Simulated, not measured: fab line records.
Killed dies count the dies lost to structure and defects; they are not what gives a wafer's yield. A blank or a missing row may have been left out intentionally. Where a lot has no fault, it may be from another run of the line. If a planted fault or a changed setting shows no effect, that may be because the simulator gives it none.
8D (eight disciplines) problem report, filled in by code	flow sky130	the parts of the form that need people (team, actions taken, sign-off) are left out

1. WHAT IS WRONG
Wafers without a fault read 170.4 nm, standard deviation 1.5; cd nm at SKY_LOCAL_INTERCONNECT_CD_MEAS_11 reads a mean of 181.4 nm on 4 wafers belonging to 3 lots. That puts it +7.3 standard deviations away from the usual mean.
The step: target cd 170 nm.
First observed at day 34 00:11: wafer L565.1, on cd sem-02. At this step, 36 wafers from 13 lots have a number in the record. The rule behind "out" and "out of limits": a value lying over 4 standard deviations away from the usual mean. The rest of the wafers with a number are treated as sound.

2. WHAT THIS IS AND IS NOT
question	is	is not
which readings at this step	cd nm	-
which lots	L565, L567, L568	L556, L557, L558, L559, L561, L572, L573, L574, L575, L576
which wafers of those lots	L565.1, L567.1, L567.6, L568.1	L565.3, L568.3
read on which gauges	cd sem-02	cd sem-01
when	from day 34 00:11	up to then (16 sound wafers); but 16 sound wafers of L568, L572, L573, L574, L575, L576 came after

3. WHAT RULES OUT EACH SUSPECT
Counting: a tool at a process step up to the reading stays a suspect if it ran every lot that is out. Sound lots after the first of them don't rule it out here, since some wafers of a struck lot are sound.
- the gauge at SKY_LOCAL_INTERCONNECT_CD_MEAS_11: kept. All the wafers that are out were read on cd sem-02, and no step on other tools shows them out.
- litho track-02 at SKY_LOCAL_INTERCONNECT_DEVELOP_10 (develop time 60 s): kept. It processed each lot that is out (first: L565, day 34 00:00); up to then, its last sound lot is L561 (day 32 17:00).
Remaining after the count are litho track-02 at SKY_LOCAL_INTERCONNECT_DEVELOP_10 and cd sem-02 at SKY_LOCAL_INTERCONNECT_CD_MEAS_11.

4. THE CAUSE (what the simulator had put in)
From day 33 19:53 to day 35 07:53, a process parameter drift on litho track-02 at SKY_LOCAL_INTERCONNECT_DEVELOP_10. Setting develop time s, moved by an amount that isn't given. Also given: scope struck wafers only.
2 suspects survive the count, and this tool is in that group.

5. SEQUENCE OF EFFECTS, ordered by route
Each row: a reading where the mean over the struck wafers with a number is more than 3 standard deviations away from the usual. Scope: only readings with a usual standard deviation given in the record; hours: median across lots of the time from each lot's start at the first step in this table that gives one to its start at this step; sigmas: change in usual standard deviations.
hours	step	reading	usual	on struck wafers	change	sigmas
0	SKY_LOCAL_INTERCONNECT_CD_MEAS_11	cd nm	170.4 nm	181.4	+11.0	+7.3
At these later measuring or inspecting steps, every struck wafer for which the step has a row has a number for every such reading, and none has moved that far: SKY_VIA3_THK_MEAS_01.

6. WHAT WOULD HAVE CAUGHT IT SOONER
Counted from the fault's start at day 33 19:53, it took 4 hours until the first out-of-limits reading at a measuring or inspecting step in this record, taken at day 34 00:11.
Tool readings at SKY_LOCAL_INTERCONNECT_DEVELOP_10 with a usual standard deviation given in the record: none out on any struck wafer, hence no alarm at a limit of 4 standard deviations on them.
Of the lots that are out (3), L567, L568 began SKY_LOCAL_INTERCONNECT_DEVELOP_10 on litho track-02 after day 34 00:11. A hold on the tool at that time would have spared those 2.
